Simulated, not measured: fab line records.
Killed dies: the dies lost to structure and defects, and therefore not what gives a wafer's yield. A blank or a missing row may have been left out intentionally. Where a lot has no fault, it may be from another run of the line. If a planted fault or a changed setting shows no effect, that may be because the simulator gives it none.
Which tool is to blame?	flow gf180mcu	Sampling: 13 lots, 39 wafers, 2 of 602 route steps

WHAT EACH GAUGE READ, for each wafer
GF_M4_OVL_MEAS_15. Usual: M4_OVL gives 1 nm (standard deviation 5.3).
lot	measured	on	M4_OVL (nm)	flag
L229	day 23 15:31	overlay-01	-3 -3 0	
L231	day 24 19:55	overlay-01	11 8 14	
L233	day 25 09:52	overlay-02	0 6 -1	
L234	day 25 13:44	overlay-01	2 3 4	
L240	day 27 16:19	overlay-01	5 1 10	
L243	day 28 11:25	overlay-01	4 -1 6	
L244	day 28 22:13	overlay-02	12 12 14	
L245	day 29 02:16	overlay-01	2 -2 4	
L246	day 29 10:07	overlay-01	-5 -4 -7	
L248	day 29 21:28	overlay-02	-5 -1 -5	
L249	day 30 07:55	overlay-01	-3 1 0	
L250	day 30 13:32	overlay-02	-6 -5 -9	
L251	day 31 01:25	overlay-01	1 3 3	

GF_V4_CD_MEAS_14 targets a cd of 260 nm. Usual: cdNm at 260.2 nm, with a standard deviation of 1.3.
lot	measured	on	cdNm (nm)	flag
L229	day 24 15:38	cdSem-01	260.6 259.2 259.9	
L231	day 25 18:30	cdSem-01	260.4 259.4 260.3	
L233	day 26 09:29	cdSem-01	260.2 258.8 260.2	
L234	day 26 12:43	cdSem-01	260.3 260.9 260.3	
L240	day 28 14:38	cdSem-01	260.4 261.1 260.0	
L243	day 29 09:07	cdSem-01	259.2 260.1 259.2	
L244	day 29 19:22	cdSem-01	259.6 259.0 260.3	
L245	day 29 23:15	cdSem-02	259.8 260.7 259.3	
L246	day 30 06:48	cdSem-02	256.8 257.3 256.9	
L248	day 30 17:27	cdSem-01	261.5 261.2 261.9	
L249	day 31 03:51	cdSem-02	261.1 260.3 259.8	
L250	day 31 09:10	cdSem-02	262.0 261.0 261.2	
L251	day 31 21:33	cdSem-01	261.0 262.8 262.8	

EACH LOT AND THE TOOL THAT RAN IT (in order: tool; ch and the chambers of the sampled wafers; start)
Record: no process step prior to these readings.

AS READ BY THE TOOLS THEMSELVES (means over the sampled wafers that have a number; for cases with no such wafer, the mark the record gives instead)
The record holds no such reading with a usual standard deviation.

THE ANSWER, worked out from the rows above alone
Rule: lot off if the mean of its wafers having a number is beyond 3 standard deviations from the usual mean. Also off: a lot with no number at a reading for which 4 or more lots have one. All remaining lots with rows at the step are treated as sound. First the gauges in route order, then the tools' own readings, where a lot's mean is used as printed above. At the first step where some lot is off, the reading lying furthest off is the one used; lots without a number count as furthest.
No lot is off on any of the readings shown, so nothing can be concluded from this.

WHAT WAS PUT IN BY THE SIMULATOR
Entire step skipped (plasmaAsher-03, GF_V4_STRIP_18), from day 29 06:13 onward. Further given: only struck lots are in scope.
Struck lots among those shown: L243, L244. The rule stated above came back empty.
